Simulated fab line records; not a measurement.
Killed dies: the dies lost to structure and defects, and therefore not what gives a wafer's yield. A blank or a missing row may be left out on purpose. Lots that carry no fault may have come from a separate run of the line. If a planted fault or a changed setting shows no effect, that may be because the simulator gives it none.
2 desks, one fault -- flow gf180mcu -- each desk has only its own numbers; what lay behind them comes last

## THE TOOL OWNER'S DESK: implanter-01
The tool's own readings at GF_VT_IMPLANT_IMPLANT_08, given as means over the sampled wafers that have a number, one for each lot that went through this tool. Marked OUT: a lot whose mean sits more than 4 standard deviations from the usual mean, which makes it out of limits; the brackets give that distance.
Columns: A = dose_ions_cm2 at GF_VT_IMPLANT_IMPLANT_08, usual 8.29e+12; B = faraday_current_uA at GF_VT_IMPLANT_IMPLANT_08, usual 46.9
lot,first seen here,A,B
L173,day 5 16:05,8.30e+12,45.3
L180,day 7 09:56,8.27e+12,46.4
L181,day 7 14:58,8.30e+12,46.8
L182,day 7 21:08,9.13e+12 (+86) OUT,52.0 (+5.6) OUT
L183,day 8 05:44,9.14e+12 (+87) OUT,51.2 (+4.7) OUT
L193,day 10 19:23,8.28e+12,46.1
This desk's finding: out of limits on L182, L183; first on L182, day 7 21:08 (dose_ions_cm2 at GF_VT_IMPLANT_IMPLANT_08). L173, L180, L181, L193: within limits.

## AT THE METROLOGY DESK
Means of the sampled wafers that have a number, per lot and without regard to the tool the lot ran on: this is what the gauges read. Marked OUT: a lot whose mean sits more than 4 standard deviations from the usual mean, which makes it out of limits; the brackets give that distance.
Columns: A = STI_OXIDATION_02_THK at GF_STI_THK_MEAS_30, usual 10.03 nm; B = VT_IMPLANT_TW at GF_VT_IMPLANT_TW_MEAS_10, usual 565
lot,first seen here,A,B
L173,day 2 08:06,10.39,570
L174,day 2 11:11,10.20,566
L176,day 2 22:40,10.27,551
L177,day 3 02:08,10.27,564
L179,day 3 12:50,10.08,569
L180,day 3 18:23,9.95,565
L181,day 3 23:26,10.18,567
L182,day 4 05:40,10.09,584
L183,day 4 11:59,9.90,581
L191,day 6 02:47,10.05,563
L192,day 6 10:17,9.92,565
L193,day 6 15:22,9.78,563
L194,day 6 18:44,10.00,552
Finding of this desk: none of the 13 lots has anything out of limits.

## TAKEN TOGETHER
On L182, L183, at day 7 21:08, an alarm was possible from the tool owner's desk.
Metrology desk: nothing out of limits seen.
The metrology desk holds a record of L182, L183, inside its limits.
Of the lots named, all ran GF_VT_IMPLANT_IMPLANT_08 on implanter-01.

## WHAT THE SIMULATOR HAD INSERTED
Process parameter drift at GF_VT_IMPLANT_IMPLANT_08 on implanter-01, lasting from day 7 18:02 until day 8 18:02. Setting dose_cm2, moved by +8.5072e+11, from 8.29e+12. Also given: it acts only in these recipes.
Struck lots among those shown: L182, L183.
Delay in hours, fault start to first out-of-limits reading, by desk: the tool owner's desk at 3.
